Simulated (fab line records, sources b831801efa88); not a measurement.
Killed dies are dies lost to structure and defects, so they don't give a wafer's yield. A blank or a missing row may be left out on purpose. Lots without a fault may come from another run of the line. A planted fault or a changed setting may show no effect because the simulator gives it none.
A struck lot beside a sound one | flow sky130 | 25 steps out of a route of 708
Sound: wafers L352.3, L352.4, L352.6. Struck: wafers L361.1, L361.2, L361.5. The cause comes at the end.
At each step with rows: each side's tool, then ch and its chambers, then its first start. Under that, the readings that differ: sound wafers | struck wafers | difference of the means | sigmas: that difference in standard deviations of wafers without a fault.
alike: readings whose means differ by less than 2 such deviations, and words and numbers that are the same on both sides. not compared: withheld readings, readings that some wafer has no value for, bounds like >300 that may hide the same value, and numbers for which the record gives no deviation and whose values overlap.
The two part at a step that has a row with sigmas, a row that says differs or no value, or rows on one side only. Numbers that don't overlap but have no deviation are shown without sigmas and don't part them. A reading that every wafer of one side lacks parts them only if that side has two wafers or more.

SKY_VIA2_SPUTTER_20: material TiN, target thk 20 nm, time 80 s.
  sound on pvd_sputter-03, day 36 14:11; struck on pvd_sputter-03, day 39 12:13
  alike: throttle_valve_pct
then, 1 step without rows for these wafers: SKY_VIA2_CVD_21 (deposits W, target thk 420 nm, time 126.4 s).
SKY_VIA2_RS_MEAS_22: measures by four-point-probe.
  sound on film_metro-03, day 36 14:25; struck on film_metro-03, day 39 12:25
  alike: VIA2_W_RS
SKY_VIA2_THK_MEAS_23: measures by xrf.
  sound on film_metro-03, day 36 14:31; struck on film_metro-03, day 39 12:32
  alike: VIA2_W_THK
SKY_VIA2_CMP_24: polishes, stops on SiO2, t overpolish 20 s, target thk 0 nm.
  sound on cmp-02 ch 1,2, day 36 14:33; struck on cmp-02 ch 0,1,2, day 39 12:36
  alike: edge_zone_pressure_frac, motor_current_A, overpolish_run_s, platen_rpm, time_to_endpoint_s
then, 2 steps without rows for these wafers: SKY_METAL3_SPUTTER_00 (material Ti, target thk 15 nm, time 10 s); SKY_METAL3_SPUTTER_01 (material TiN, target thk 20 nm, time 16.7 s).
SKY_METAL3_SPUTTER_02: material AlCu, target thk 735 nm, time 39.1 s.
  sound on pvd_sputter-03, day 36 14:54; struck on pvd_sputter-02, day 39 12:56
  alike: throttle_valve_pct
SKY_METAL3_SPUTTER_03: material Ti, target thk 5 nm, time 3.3 s.
  sound on pvd_sputter-03, day 36 14:56; struck on pvd_sputter-02, day 39 12:59
  alike: throttle_valve_pct
then, 2 steps without rows for these wafers: SKY_METAL3_SPUTTER_04 (material TiN, target thk 70 nm, time 58.3 s); SKY_CAPM_CVD_00 (deposits SiO2, target thk 15.5 nm).
SKY_CAPM_THK_MEAS_01:
  sound on film_metro-03, day 36 15:03; struck on film_metro-03, day 39 13:04
  alike: CAPM_CVD_00_THK
SKY_CAPM_SPUTTER_02: material TiN, target thk 200 nm, time 166.7 s.
  sound on pvd_sputter-02, day 36 15:05; struck on pvd_sputter-04, day 39 13:08
  alike: substrate_temp_c, throttle_valve_pct
SKY_CAPM_RS_MEAS_03: measures by four-point-probe.
  sound on film_metro-04, day 36 15:14; struck on film_metro-04, day 39 13:32
  reading              | sound          | struck         | difference | sigmas
  CAPM_TIN_RS (ohm/sq) | 6.96 6.97 6.93 | 8.19 8.28 8.28 | +1.30      | +18
  not compared: hold
SKY_CAPM_THK_MEAS_04: measures by xrf.
  sound on film_metro-04, day 36 15:20; struck on film_metro-04, day 39 16:13
  reading           | sound             | struck            | difference | sigmas
  CAPM_TIN_THK (nm) | 196.9 196.6 195.9 | 172.4 170.6 169.6 | -25.6      | -11
  not compared: hold
then, 6 steps without rows for these wafers: SKY_CAPM_HMDS_06 (prime time 60 s); SKY_CAPM_COAT_07 (resist thk 1140 nm); SKY_CAPM_SOFTBAKE_08 (time 60 s); SKY_CAPM_EXPOSE_09 (exposes mask CAPM, target cd 1000 nm); SKY_CAPM_PEB_10; SKY_CAPM_DEVELOP_11 (develop time 60 s).
SKY_CAPM_OVL_MEAS_12:
  sound on overlay-01, day 37 16:02; struck on overlay-01, day 40 13:13
  alike: CAPM_OVL
SKY_CAPM_METAL_ETCH_13: etches TiN in Cl2/BCl3, stops on SiO2, target depth 220 nm, time 62.9 s.
  sound on rie_metal-01 ch 0,1, day 37 16:05; struck on rie_metal-01 ch 0,1, day 40 13:16
  reading                | sound                | struck               | difference | sigmas
  oes_product_au (a.u.)  | 0.945 0.941 0.935    | 0.873 0.868 0.859    | -0.074     | -10
  throttle_valve_pct (%) | 21.896 21.912 21.893 | 21.954 21.967 21.942 | +0.054     | +5
  alike: drypump_motor_current_A, he_backside_leak_sccm
  not compared: rf_hours_counter_h
SKY_CAPM_STRIP_14: strips in O2/N2.
  sound on plasma_asher-03 ch 0,1, day 37 16:10; struck on plasma_asher-03 ch 0,1, day 40 13:20
  alike: drypump_motor_current_A, oes_product_au, strip_time_to_endpoint_s
  not compared: rf_hours_counter_h
-- the record jumps here: 8 days lie between the struck wafers' starts before and after (it left off in module CAPM and takes up again in module PAD_OPEN, whose first step shown is number 708 of the route) --
SKY_PAD_OPEN_PROBE_99:
  sound on prober-01, day 45 23:20; struck on prober-02, day 48 08:14
  alike: defect_limited_yield, killed_at_M0_to_M3, killed_at_M4_up, killed_at_contacts, killed_at_front_end, killed_at_other, killed_dies, killed_on_rim, killed_open, killed_short, sort_bin_3_pad_short, sort_bin_5_function, sort_bin_6_memory, sort_n_pass, sort_yield_pct

WHERE THEY PART
First at SKY_CAPM_RS_MEAS_03; last, within this record, at SKY_CAPM_METAL_ETCH_13. Later steps at which nothing parts them and some readings are alike: SKY_CAPM_STRIP_14, SKY_PAD_OPEN_PROBE_99.

WHY: what the simulator had put in
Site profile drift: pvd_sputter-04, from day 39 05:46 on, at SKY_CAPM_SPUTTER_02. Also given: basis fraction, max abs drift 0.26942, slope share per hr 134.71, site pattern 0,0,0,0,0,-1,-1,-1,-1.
